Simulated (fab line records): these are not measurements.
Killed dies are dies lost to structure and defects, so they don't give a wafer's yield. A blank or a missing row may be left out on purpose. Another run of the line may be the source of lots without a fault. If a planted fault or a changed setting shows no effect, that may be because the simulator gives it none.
A lot that was struck, set against a sound lot / flow gf180mcu / 17 steps out of a route of 602
Sound: wafers L770.1, L770.5, L770.6. Struck: wafer L779.1 (L779.4, L779.5, from the same lot, were not struck and are left out); the cause is given at the end.
At each step with rows: each side's tool, then ch and its chambers, then its first start. Under that, the readings that differ: sound wafers / struck wafers / difference of the means / sigmas: that difference in standard deviations of wafers without a fault.
alike: words and numbers the same on both sides, and readings whose means are apart by under 2 such deviations; not compared: readings that were withheld, readings missing a value for some wafer, numbers with overlapping values and no deviation given by the record, and bounds like >300 which may hide the same value.
A row with sigmas, a row that says differs or no value, or rows on one side alone: a step with any of these is where the two part. When numbers do not overlap yet have no deviation, they are printed without sigmas and do not part them. Lack of a reading on every wafer of one side parts them only where that side has two or more wafers.

first, 3 steps without rows for these wafers: GF_V4_EXPOSE_11 (exposes mask Via4, target cd 260 nm); GF_V4_PEB_12 (peb time 90 s); GF_V4_DEVELOP_13 (develop time 60 s).
GF_V4_CD_MEAS_14 targets a cd of 260 nm.
  sound on cd_sem-01, day 25 22:07; struck on cd_sem-02, day 28 15:41
  alike: cd_nm
GF_V4_OVL_MEAS_15:
  sound on overlay-01, day 25 22:14; struck on overlay-02, day 28 15:49
reading=V4_OVL (nm); sound=-2 -12 -9; struck=3; difference=+11; sigmas=+2
GF_V4_ETCH_16: etches BARC in N2/H2.
  sound on rie_diel-02 ch 1,2,3, day 25 22:16; struck on rie_diel-02 ch 2, day 28 15:51
  alike: chamber_pressure_mTorr, drypump_motor_current_A, h2_flow_sccm, oes_product_au, throttle_valve_pct
GF_V4_ETCH_17: etches SiO2 in C4F8/O2/Ar, stops on TiN, target depth 630 nm.
  sound on rie_diel-02 ch 1,2,3; struck on rie_diel-02 ch 2
  alike: chamber_pressure_mTorr, oes_product_au
GF_V4_STRIP_18: strips in O2/N2.
  sound on plasma_asher-02 ch 0,1, day 25 22:23; struck on plasma_asher-02 ch 0, day 28 15:58
reading=oes_product_au (a.u.); sound=0.603 0.589 0.601; struck=0.579; difference=-0.019; sigmas=-4
  alike: chamber_pressure_mTorr, drypump_motor_current_A, heater_power_w
  not compared: rf_hours_counter_h
then, 3 steps without rows for these wafers: GF_V4_STRIP_19 (strips in post etch residue remover, time 1200 s); GF_V4_CLEAN_20 (cleans in DIW); GF_V4_SPUTTER_21 (material Ti, target thk 15 nm, time 80.02 s).
GF_V4_SPUTTER_22: material TiN, target thk 10 nm, time 40 s.
  sound on pvd_sputter-04, day 25 22:59; struck on pvd_sputter-03, day 28 16:35
  alike: throttle_valve_pct
GF_V4_CVD_23: deposits W, target thk 350 nm, time 104.9 s.
  sound on cvd_w-01 ch 0,1, day 25 23:02; struck on cvd_w-02 ch 1, day 28 16:37
reading=heater_power_w (W); sound=914 922 885; struck=835; difference=-72; sigmas=-2
reading=model.W_of_V4_CVD_23.thk_nm (nm); sound=347.3 344.8 346.2; struck=327; difference=-19; sigmas=
  not compared: since_wet_clean_h
GF_V4_RS_MEAS_24: the measuring method here is four-point-probe.
  sound on film_metro-03, day 25 23:08; struck on film_metro-01, day 28 16:44
reading=V4_W_RS (ohm/sq); sound=0.330 0.332 0.331; struck=0.351; difference=+0.020; sigmas=+6
GF_V4_THK_MEAS_25: measures by xrf.
  sound on film_metro-03, day 25 23:16; struck on film_metro-01, day 28 16:52
reading=V4_W_THK (nm); sound=339 335 337; struck=314; difference=-23; sigmas=-4
GF_V4_CMP_26: polishes, stops on SiO2, t overpolish 15 s, target thk 0 nm.
  sound on cmp-02 ch 1,2, day 25 23:19; struck on cmp-01 ch 0, day 28 16:58
  alike: motor_current_A
-- the record jumps here: 4 days lie between the struck wafers' starts before and after (it left off in module V4 and takes up again in module PASSIVATION, whose first step shown is number 602 of the route) --
GF_PASSIVATION_PROBE_99:
  rows exist in the record for the struck wafers here (prober-01, day 32 16:26), but not for the sound ones

## WHERE THEY PART
Earliest at GF_V4_OVL_MEAS_15; latest, in this record, at GF_PASSIVATION_PROBE_99.

WHY: what had been put in by the simulator
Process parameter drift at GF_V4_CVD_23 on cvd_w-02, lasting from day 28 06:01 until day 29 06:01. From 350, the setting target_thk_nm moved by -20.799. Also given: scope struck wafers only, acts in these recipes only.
